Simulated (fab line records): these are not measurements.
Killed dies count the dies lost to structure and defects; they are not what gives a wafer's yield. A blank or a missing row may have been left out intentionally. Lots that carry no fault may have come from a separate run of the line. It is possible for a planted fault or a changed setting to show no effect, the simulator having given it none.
fab line records	flow sky130
record lots=13	wafers=39	last-day=50
route steps=708 shown VT_ADJUST_HVTP@93 POLY_GATE@229 LDD_HVP@285 CONTACT@420 PAD_OPEN@708
lots that met no fault: from a run of the same line without faults
start-h: the number of hours between the record's first day and the start of the first shown wafer of the lot	wait-h: time in hours since the lot's previous step	" unchanged from the row above	L1.1+2: several wafers, shown together as one row	- no value, or no start was given	* or withheld: withheld	< > ~ a bound
route shown NAME@n: a module of which the file shows steps, and the number in the route of the first	usual: average and standard deviation across the fault-free wafers	same: alike in all rows	chamber/n: place in a boat	sites: per-site readings	_std_site: the values' standard deviation	_edge_site: inner sites' mean taken away from outer sites' mean	radius-mm: for every site, how far away it sits from the centre of the wafer	mask NAME#n: copy n	behind: the last tool/chamber to shape the wafer	hold: the reason the lot was held/the length of the hold in hours/how it ended	device: names the non-switching transistor (n, p or np)	end of line: at the end of the route, the tests of the same wafers	a step without rows: its recipe alone	killed: not the wafer's yield, but the dies lost to structure and defects at the first sort	map: a wafer's dies, marking killed ones x, the rest . and places with no die _
set.NAME: the setting as run; set.NAME@STEP: as run at that earlier step	model.NAME: the simulator's own value behind a step, which no gauge read
a sample of lots followed through the steps of the route, with each step as a table and each wafer as a row
services: when a tool's chamber went out of use (start-h, in hours from the record's first day, below 0 if earlier), for how many hours, and the reason
## steps
# step SKY_VT_ADJUST_HVTP_OVL_MEAS_08
# usual VT_ADJUST_HVTP_OVL=0.5/1.5
lot.wafer	tool	chamber	start-h	wait-h	VT_ADJUST_HVTP_OVL[nm]
L270.4	overlay-02	-	133.38	0.1	0.6
L270.5	"	-	"	"	1.0
L270.6	"	-	"	"	-0.8
L271.1	overlay-01	-	138.06	0.1	2.5
L271.4	"	-	"	"	3.6
L271.6	"	-	"	"	2.8
L273.3	overlay-01	-	155.04	0.1	-2.1
L273.4	"	-	"	"	-2.5
L273.6	"	-	"	"	-3.5
L275.1	overlay-01	-	164.10	0.1	0.3
L275.4	"	-	"	"	-0.4
L275.6	"	-	"	"	-0.2
L278.1	overlay-01	-	177.83	0.1	2.0
L278.4	"	-	"	"	1.1
L278.6	"	-	"	"	1.6
L280.1	overlay-01	-	186.55	0.1	1.5
L280.4	"	-	"	"	2.5
L280.5	"	-	"	"	2.9
L281.3	overlay-01	-	203.42	0.1	0.1
L281.4	"	-	"	"	1.8
L281.6	"	-	"	"	2.1
L284.4	overlay-02	-	208.77	0.1	0.8
L284.5	"	-	"	"	1.5
L284.6	"	-	"	"	1.3
L287.1	overlay-02	-	244.57	0.1	-1.1
L287.5	"	-	"	"	-1.2
L287.6	"	-	"	"	-0.7
L289.1	overlay-02	-	250.25	0.1	-0.4
L289.2	"	-	"	"	-0.9
L289.5	"	-	"	"	-0.9
L290.1	overlay-02	-	269.65	0.1	1.0
L290.3	"	-	"	"	0.9
L290.6	"	-	"	"	0.9
L291.2	overlay-01	-	273.01	0.1	0.2
L291.3	"	-	"	"	0.5
L291.6	"	-	"	"	-1.0
L292.1	overlay-02	-	277.91	0.1	0.3
L292.2	"	-	"	"	0.0
L292.4	"	-	"	"	0.7
# step SKY_POLY_GATE_ETCH_15
# recipe chemistry=N2/H2	target=BARC	ion-energy-ev=200	source-w=500	bias-w=100	pressure-mtorr=30	n2-flow-sccm=100	h2-flow-sccm=200	stop-on=SiO2	time-s=118.5	target-depth-a=1100
# usual bias-w=100.02/0.3	drypump-motor-current-A=5.6/0.4	h2-flow-sccm=200.1/0.63	oes-product-au=0.717/0.0052	rf-fwd-power-W=496.9/1.8	throttle-valve-pct=13.210/0.0086
lot.wafer	tool	chamber	start-h	wait-h	bias-w	drypump-motor-current-A	h2-flow-sccm	oes-product-au	rf-fwd-power-W	rf-hours-counter-h	throttle-valve-pct
L270.4	rie-diel-01	1	377.49	0.0	100.40	5.1	200.0	0.708	494.0	33	13.208
L270.5	"	1	"	"	100.34	5.1	200.2	0.714	495.9	-	13.221
L270.6	"	2	"	"	99.99	5.8	199.8	0.718	496.5	-	13.212
L271.1	rie-diel-01	2	396.19	0.0	99.62	5.8	200.0	0.721	499.2	10	13.193
L271.4	"	3	"	"	99.75	5.8	199.7	0.708	496.0	4	13.221
L271.6	"	2	"	"	99.36	5.8	200.5	0.714	498.4	-	13.191
L273.3	rie-diel-01	1	412.41	0.0	99.56	5.1	198.2	0.727	495.1	34	13.212
L273.4	"	0	"	"	100.29	5.8	200.3	0.726	498.9	69	13.221
L273.6	"	0	"	"	99.93	5.9	200.9	0.721	499.9	-	13.221
L275.1	rie-diel-01	0	423.19	0.0	100.28	5.8	200.2	0.718	499.3	69	13.210
L275.4	"	1	"	"	100.34	5.1	199.4	0.714	494.0	35	13.208
L275.6	"	3	"	"	99.89	5.9	199.7	0.716	496.2	-	13.220
L278.1	rie-diel-01	0	458.99	0.0	100.08	5.8	200.5	0.714	499.2	70	13.206
L278.4	"	3	"	"	100.06	5.9	200.3	0.717	496.3	5	13.207
L278.6	"	2	"	"	100.55	5.8	199.6	0.720	497.0	-	13.200
L280.1	rie-diel-02	1	459.34	0.0	99.77	6.0	200.3	0.726	496.2	57	13.220
L280.4	"	3	"	"	100.27	5.5	198.2	0.724	500.0	0	13.218
L280.5	"	1	"	"	99.38	6.0	201.1	0.720	496.2	-	13.212
L281.3	rie-diel-01	1	484.86	0.0	99.81	5.1	200.1	0.710	492.4	36	13.195
L281.4	"	0	"	"	100.26	5.8	200.8	0.723	498.6	71	13.222
L281.6	"	2	"	"	100.09	5.8	199.5	0.722	493.6	-	13.204
L284.4	rie-diel-01	2	495.69	0.0	99.86	5.8	199.6	0.712	498.4	12	13.208
L284.5	"	3	"	"	100.00	5.9	200.1	0.711	494.4	-	13.203
L284.6	"	0	"	"	99.88	5.9	200.2	0.712	495.8	-	13.207
L287.1	rie-diel-01	2	537.29	0.0	100.24	5.8	199.4	0.713	494.3	13	13.214
L287.5	"	0	"	"	114.19	5.8	200.8	0.716	500.4	-	13.205
L287.6	"	1	"	"	100.28	5.1	199.4	0.721	495.7	-	13.226
L289.1	rie-diel-01	0	547.34	0.0	113.73	5.9	200.7	0.721	498.4	72	13.216
L289.2	"	2	"	"	100.21	5.8	201.1	0.712	497.8	13	13.204
L289.5	"	2	"	"	100.08	5.8	199.8	0.715	498.5	-	13.193
L290.1	rie-diel-02	2	566.99	0.0	100.02	5.3	200.2	0.716	498.4	13	13.218
L290.3	"	0	"	"	100.18	5.1	200.4	0.722	498.9	57	13.214
L290.6	"	1	"	"	100.00	6.0	200.3	0.717	498.2	-	13.208
L291.2	rie-diel-02	0	573.99	0.0	100.79	5.1	199.5	0.712	498.7	57	13.220
L291.3	"	1	"	"	100.22	6.0	201.0	0.714	494.5	59	13.205
L291.6	"	2	"	"	99.83	5.3	199.5	0.708	495.8	-	13.216
L292.1	rie-diel-04	1	580.84	0.0	99.87	4.8	200.1	0.722	496.7	9	13.214
L292.2	"	3	"	"	100.00	6.2	199.5	0.721	495.7	10	13.197
L292.4	"	1	"	"	99.44	4.8	201.0	0.719	495.3	-	13.213
# step SKY_LDD_HVP_OVL_MEAS_07
# usual LDD_HVP_OVL=0.4/1.5
lot.wafer	tool	chamber	start-h	wait-h	LDD_HVP_OVL[nm]
L270.4	overlay-01	-	504.30	0.1	1.6
L270.5	"	-	"	"	1.5
L270.6	"	-	"	"	0.7
L271.1	overlay-01	-	523.95	0.1	-0.8
L271.4	"	-	"	"	-0.2
L271.6	"	-	"	"	0.7
L273.3	overlay-01	-	539.17	0.1	-0.5
L273.4	"	-	"	"	-1.9
L273.6	"	-	"	"	-1.6
L275.1	overlay-02	-	549.33	0.1	2.5
L275.4	"	-	"	"	2.9
L275.6	"	-	"	"	5.2
L278.1	overlay-02	-	583.20	0.1	3.4
L278.4	"	-	"	"	1.9
L278.6	"	-	"	"	2.0
L280.1	overlay-01	-	584.08	0.1	1.6
L280.4	"	-	"	"	0.3
L280.5	"	-	"	"	0.3
L281.3	overlay-02	-	608.34	0.1	0.9
L281.4	"	-	"	"	0.9
L281.6	"	-	"	"	1.0
L284.4	overlay-02	-	618.75	0.1	2.7
L284.5	"	-	"	"	3.2
L284.6	"	-	"	"	2.5
L287.1	overlay-01	-	658.38	0.1	0.7
L287.5	"	-	"	"	0.6
L287.6	"	-	"	"	0.4
L289.1	overlay-01	-	667.00	0.1	0.0
L289.2	"	-	"	"	-0.9
L289.5	"	-	"	"	1.0
L290.1	overlay-02	-	685.88	0.1	-1.3
L290.3	"	-	"	"	-1.0
L290.6	"	-	"	"	0.1
L291.2	overlay-01	-	693.74	0.1	-0.2
L291.3	"	-	"	"	-0.5
L291.6	"	-	"	"	0.8
L292.1	overlay-01	-	701.08	0.1	1.0
L292.2	"	-	"	"	1.5
L292.4	"	-	"	"	1.7
# step SKY_CONTACT_CD_MEAS_14
# recipe target-cd-nm=170
# usual cd-nm=170.5/1.4
lot.wafer	tool	chamber	start-h	wait-h	cd-nm
L270.4	cd-sem-02	-	744.34	-	171.0
L270.5	"	-	"	"	171.8
L270.6	"	-	"	"	169.8
L271.1	cd-sem-02	-	762.78	-	172.0
L271.4	"	-	"	"	171.3
L271.6	"	-	"	"	172.1
L273.3	cd-sem-01	-	773.74	-	170.7
L273.4	"	-	"	"	170.4
L273.6	"	-	"	"	171.6
L275.1	cd-sem-02	-	784.75	-	172.4
L275.4	"	-	"	"	171.6
L275.6	"	-	"	"	171.6
L278.1	cd-sem-02	-	815.18	-	170.1
L278.4	"	-	"	"	167.6
L278.6	"	-	"	"	169.5
L280.1	cd-sem-02	-	817.73	-	169.3
L280.4	"	-	"	"	169.0
L280.5	"	-	"	"	168.8
L281.3	cd-sem-02	-	838.29	-	168.3
L281.4	"	-	"	"	167.9
L281.6	"	-	"	"	170.6
L284.4	cd-sem-01	-	849.04	-	170.6
L284.5	"	-	"	"	170.5
L284.6	"	-	"	"	172.4
L287.1	cd-sem-02	-	882.93	-	170.6
L287.5	"	-	"	"	171.0
L287.6	"	-	"	"	172.5
L289.1	cd-sem-02	-	889.55	-	168.7
L289.2	"	-	"	"	168.5
L289.5	"	-	"	"	167.3
L290.1	cd-sem-02	-	908.35	-	170.2
L290.3	"	-	"	"	171.2
L290.6	"	-	"	"	170.5
L291.2	cd-sem-01	-	916.15	-	170.3
L291.3	"	-	"	"	171.6
L291.6	"	-	"	"	171.1
L292.1	cd-sem-01	-	924.15	-	168.1
L292.2	"	-	"	"	169.0
L292.4	"	-	"	"	170.4
# step SKY_PAD_OPEN_PROBE_99
# usual killed_at_M0_to_M3=43/6.4	killed_at_M4_up=3.1/2	killed-at-contacts=24/5.2	killed-at-front-end=15/4.3	killed-at-other=0.2/0.48	killed-dies=85/9.7	killed-open=47/6.9	killed-short=38/6.7
# same gross-dies=492	killed-at-back-side=0
lot.wafer	tool	chamber	start-h	wait-h	killed_at_M0_to_M3	killed_at_M4_up	killed-at-contacts	killed-at-front-end	killed-at-other	killed-dies	killed-open	killed-short
L271.1	prober-01	-	1103.90	0.1	53	5	27	10	1	96	57	39
L271.4	prober-01	-	1104.05	0.2	43	2	24	14	0	83	44	39
L271.6	prober-01	-	1104.15	0.2	54	2	35	15	1	107	61	46
L273.3	prober-02	-	1110.25	0.2	46	4	23	11	0	84	50	34
L273.4	prober-02	-	1110.30	0.2	53	3	25	14	0	95	54	41
L273.6	prober-02	-	1110.40	0.2	44	0	25	23	0	92	53	39
# killed by level:class
L271.1 VIA1:geometric-particle:open=16 CONTACT:geometric-particle:open=14 METAL2:geometric-particle:short=11 VIA3:geometric-particle:open=7 VIA2:geometric-particle:open=7 CONTACT:geometric-particle:short=6 LI_CONTACT:geometric-particle:open=5 POLY_GATE:geometric-particle:open=4
L271.4 VIA1:geometric-particle:open=10 CONTACT:geometric-particle:open=7 LI_CONTACT:geometric-particle:open=6 VIA1:geometric-particle:short=6 FIELD_ISO:geometric-particle:open=5 CONTACT:geometric-particle:short=5 VIA2:geometric-particle:open=5 LI_CONTACT:geometric-particle:short=4
L271.6 LI_CONTACT:geometric-particle:open=13 VIA1:geometric-particle:open=11 CONTACT:geometric-particle:open=9 VIA2:geometric-particle:open=9 VIA3:geometric-particle:open=9 POLY_GATE:geometric-particle:open=6 CONTACT:geometric-particle:short=6 LOCAL_INTERCONNECT:geometric-particle:short=5
L273.3 CONTACT:geometric-particle:open=13 VIA1:geometric-particle:open=9 VIA3:geometric-particle:open=9 METAL1:geometric-particle:short=8 FIELD_ISO:geometric-particle:open=5 VIA2:geometric-particle:open=5 METAL2:geometric-particle:short=4 METAL4:geometric-particle:short=4
L273.4 VIA1:geometric-particle:open=16 VIA2:geometric-particle:open=8 FIELD_ISO:geometric-particle:short=6 LI_CONTACT:geometric-particle:open=6 CONTACT:geometric-particle:open=6 METAL3:geometric-particle:short=6 CONTACT:geometric-particle:short=5 LOCAL_INTERCONNECT:geometric-particle:short=4
L273.6 VIA1:geometric-particle:open=10 POLY_GATE:geometric-particle:open=7 LOCAL_INTERCONNECT:geometric-particle:short=7 CONTACT:geometric-particle:open=7 LI_CONTACT:geometric-particle:open=5 VIA2:geometric-particle:open=5 VIA3:geometric-particle:open=5 FIELD_ISO:geometric-particle:short=4
## services
tool	chamber	start-h	hours	kind
rie-diel-04	3	366.86	6.0	repair
rie-diel-01	0	372.36	3.3	repair
rie-diel-04	3	414.83	3.2	repair
rie-diel-02	3	427.87	-	clean
rie-diel-02	3	427.87	18.2	scheduled-down
rie-diel-02	3	427.87	18.2	vent-cycle
rie-diel-02	3	475.15	8.9	repair
rie-diel-01	3	536.87	5.9	repair
rie-diel-04	2	550.82	4.5	repair
rie-diel-01	-	562.21	2.4	repair
rie-diel-04	0	577.27	9.1	repair
## key
first-sign step=SKY_POLY_GATE_ETCH_15	reading=bias-w	direction=up	sigmas=47	usual=100.02	struck=113.96
effect none on later readings
met-at SKY_POLY_GATE_ETCH_15
struck-lots L287,L289
struck-wafers L287.5,L289.1
tester-left-out L287,L289
not-acting-at SKY_VT_ADJUST_HVTP_OVL_MEAS_08,SKY_LDD_HVP_OVL_MEAS_07,SKY_CONTACT_CD_MEAS_14
onset-between 495.69 537.29
fault kind=process-parameter-drift	tool=rie-diel-01	chamber=0	onset-h=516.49	steps=SKY_POLY_GATE_ETCH_15	channel=bias-w	offset=13.649	shape=step	end-h=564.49	acts-in=these-recipes-only	stated=100
# tester-left-out: of these lots the tester's yield and bins aren't shown, on N5 and GAA mostly nor the transistor test; their killed dies are dies lost to structure and defects alone, not to doping, threshold or leakage, so they don't give the yield
